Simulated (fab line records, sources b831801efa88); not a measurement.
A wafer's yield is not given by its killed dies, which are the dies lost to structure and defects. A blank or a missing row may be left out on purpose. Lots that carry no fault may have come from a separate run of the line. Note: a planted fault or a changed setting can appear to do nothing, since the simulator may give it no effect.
The tool behind it: which one? | flow gf180mcu | Sampling: 6 lots, 18 wafers, 4 of 602 route steps

## WHAT THE GAUGES SHOWED, per wafer
GF_MVPSD_TW_MEAS_11.
lot  | measured     | on            | MVPSD_TW
L156 | day 5 23:08  | film_metro-03 | 552.0 557.0 557.2
L163 | day 7 13:53  | film_metro-04 | 541.0 540.8 541.2
L170 | day 9 05:05  | film_metro-04 | 553.0 552.9 551.7
L172 | day 9 17:38  | film_metro-03 | 555.6 553.5 556.3
L174 | day 10 04:35 | film_metro-01 | 553.6 553.5 555.4
L176 | day 10 17:07 | film_metro-03 | 560.9 552.4 555.7

## TOOL THAT RAN EACH LOT (tool first, then ch and the chambers of the sampled wafers, then the start)
lot  | GF_NWELL_STRIP_10                   | GF_MVSD_STRIP_10                    | GF_MVPSD_IMPLANT_08
L156 | plasma_asher-02 ch 0,1, day 4 04:46 | plasma_asher-03 ch 0,1, day 5 07:59 | implanter-02 ch 0, day 5 22:44
L163 | plasma_asher-01 ch 0,1, day 5 15:05 | plasma_asher-03 ch 0,1, day 6 22:09 | implanter-02 ch 0, day 7 13:29
L170 | plasma_asher-02 ch 0, day 7 04:53   | plasma_asher-02 ch 0,1, day 8 13:35 | implanter-01 ch 0, day 9 04:41
L172 | plasma_asher-02 ch 0,1, day 7 15:47 | plasma_asher-03 ch 1, day 8 23:38   | implanter-03 ch 0, day 9 17:15
L174 | plasma_asher-02 ch 0,1, day 8 01:59 | plasma_asher-03 ch 0,1, day 9 10:11 | implanter-01 ch 0, day 10 04:11
L176 | plasma_asher-01 ch 0,1, day 8 13:56 | plasma_asher-02 ch 0,1, day 9 22:40 | implanter-03 ch 0, day 10 16:43
- GF_NWELL_STRIP_10: strips in O2/N2.
- GF_MVSD_STRIP_10: strips in O2/N2.
- GF_MVPSD_IMPLANT_08

## THE ANSWER, worked out from the rows above alone
Rule: what is usual is taken from the lots themselves. The widest of any qualifying gaps counts: lots, ordered by their means at a reading, are off when they make up no more than a third of the lots, leave a main group of 4 or more, and stand apart from it by 3 or more times the standard deviation of that group's means. Not used: any main group whose means are identical at the precision the tables above print for the reading. Also off: a lot with no number at a reading for which 4 or more lots have one. The other lots that the step has rows for count as sound.
Off: at GF_MVPSD_TW_MEAS_11 (MVPSD_TW), L163. Main group: mean 554.7, sd 1.3.
If a tool, at a process step before that reading, ran all the lots that are off and no sound lot after the first of them, it fits. Gauges at GF_MVPSD_TW_MEAS_11: tried the same way as those tools. One fits: implanter-02 at GF_MVPSD_IMPLANT_08. Its last sound lot is L156 (day 5 22:44), its first lot that is off L163 (day 7 13:29): a fault that began between those two fits.

## WHAT THE SIMULATOR HAD PUT IN
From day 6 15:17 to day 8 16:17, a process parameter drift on implanter-02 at GF_MVPSD_IMPLANT_08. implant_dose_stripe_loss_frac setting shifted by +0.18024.
Struck lots among those shown: L163. The rule above reached the same finding.
